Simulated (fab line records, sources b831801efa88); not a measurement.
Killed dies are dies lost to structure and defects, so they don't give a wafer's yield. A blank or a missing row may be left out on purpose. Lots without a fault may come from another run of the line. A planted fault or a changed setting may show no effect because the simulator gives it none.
A struck lot beside a sound one | flow gf180mcu | 16 steps out of a route of 602
Sound: wafers L820.1, L820.3, L820.6. Struck: wafers L812.1, L812.2, L812.6. The cause comes at the end.
At each step with rows: each side's tool, then ch and its chambers, then its first start. Under that, the readings that differ: sound wafers | struck wafers | difference of the means | sigmas: that difference in standard deviations of wafers without a fault.
alike: readings whose means differ by less than 2 such deviations, and words and numbers that are the same on both sides. not compared: withheld readings, readings that some wafer has no value for, bounds like >300 that may hide the same value, and numbers for which the record gives no deviation and whose values overlap.
The two part at a step that has a row with sigmas, a row that says differs or no value, or rows on one side only. Numbers that don't overlap but have no deviation are shown without sigmas and don't part them. A reading that every wafer of one side lacks parts them only if that side has two wafers or more.

first, 5 steps without rows for these wafers: GF_M5_COAT_02 (resist thk 1000 nm); GF_M5_SOFTBAKE_03 (time 60 s); GF_M5_EXPOSE_04 (exposes mask Metal5, target cd 280 nm); GF_M5_PEB_05 (peb time 90 s); GF_M5_DEVELOP_06 (develop time 60 s).
GF_M5_CD_MEAS_07: target cd 280 nm.
  sound on cd_sem-01, day 31 02:48; struck on cd_sem-02, day 28 22:24
  alike: cd_nm
GF_M5_OVL_MEAS_08:
  sound on overlay-01, day 31 02:55; struck on overlay-02, day 28 22:31
  alike: M5_OVL
GF_M5_ETCH_09: etches Si3N4 in CF4/O2, target depth 52 nm, time 11.6 s.
  sound on rie_diel-04 ch 0,1,3, day 31 02:57; struck on rie_diel-04 ch 0,2,3, day 28 22:34
  alike: cf4_flow_sccm, drypump_motor_current_A, oes_product_au, throttle_valve_pct
  not compared: rf_hours_counter_h
GF_M5_METAL_ETCH_10: etches the open film in Cl2/BCl3, stops on SiO2, target depth 627.5 nm, time 104.6 s.
  sound on rie_metal-03 ch 0,1, day 31 02:58; struck on rie_metal-04 ch 0,1, day 28 22:35
  alike: drypump_motor_current_A, he_backside_leak_sccm, oes_product_au, throttle_valve_pct
  not compared: rf_hours_counter_h
GF_M5_STRIP_11: strips in O2/N2.
  sound on plasma_asher-04 ch 0,1, day 31 03:05; struck on plasma_asher-03 ch 0,1, day 28 22:41
  alike: drypump_motor_current_A, heater_power_w, oes_product_au, strip_time_to_endpoint_s
  not compared: rf_hours_counter_h
then, 2 steps without rows for these wafers: GF_M5_STRIP_12 (strips in post etch residue remover, time 1200 s); GF_M5_CLEAN_13 (cleans in DIW).
GF_V5_CVD_00: deposits SiO2, target thk 300 nm, time 50 s.
  sound on hdpcvd-02 ch 0,2, day 31 03:37; struck on hdpcvd-01 ch 0,1,2, day 28 23:14
  reading                             | sound             | struck            | difference | sigmas
  sih4_flow_sccm (sccm)               | 59.57 59.90 60.02 | 50.90 50.97 50.71 | -8.97      | -50
  model.SiO2_of_V5_CVD_00.thk_nm (nm) | 299.7 301.8 304.1 | 256.6 256.3 258.7 | -44.7      |
  alike: pressure_mtorr
GF_V5_THK_MEAS_01:
  sound on film_metro-01, day 31 03:40; struck on film_metro-03, day 28 23:16
  reading            | sound       | struck      | difference | sigmas
  V5_CVD_00_THK (nm) | 300 302 304 | 257 256 259 | -45        | -13
GF_V5_CVD_02: deposits SiO2 from TEOS, target thk 1450 nm, time 163.28 s.
  sound on pecvd-02 ch 1,2, day 31 03:43; struck on pecvd-04 ch 0,1,2, day 28 23:20
  alike: heater_power_w
then, 1 step without rows for these wafers: GF_PASSIVATION_PROBE_99.

WHERE THEY PART
First at GF_V5_CVD_00; last, within this record, at GF_V5_THK_MEAS_01. Later steps at which nothing parts them and some readings are alike: GF_V5_CVD_02.

WHY: what the simulator had put in
Process parameter drift: hdpcvd-01, from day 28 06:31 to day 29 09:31, at GF_V5_CVD_00. Setting sih4_flow_sccm, moved by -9, from 60. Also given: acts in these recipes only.
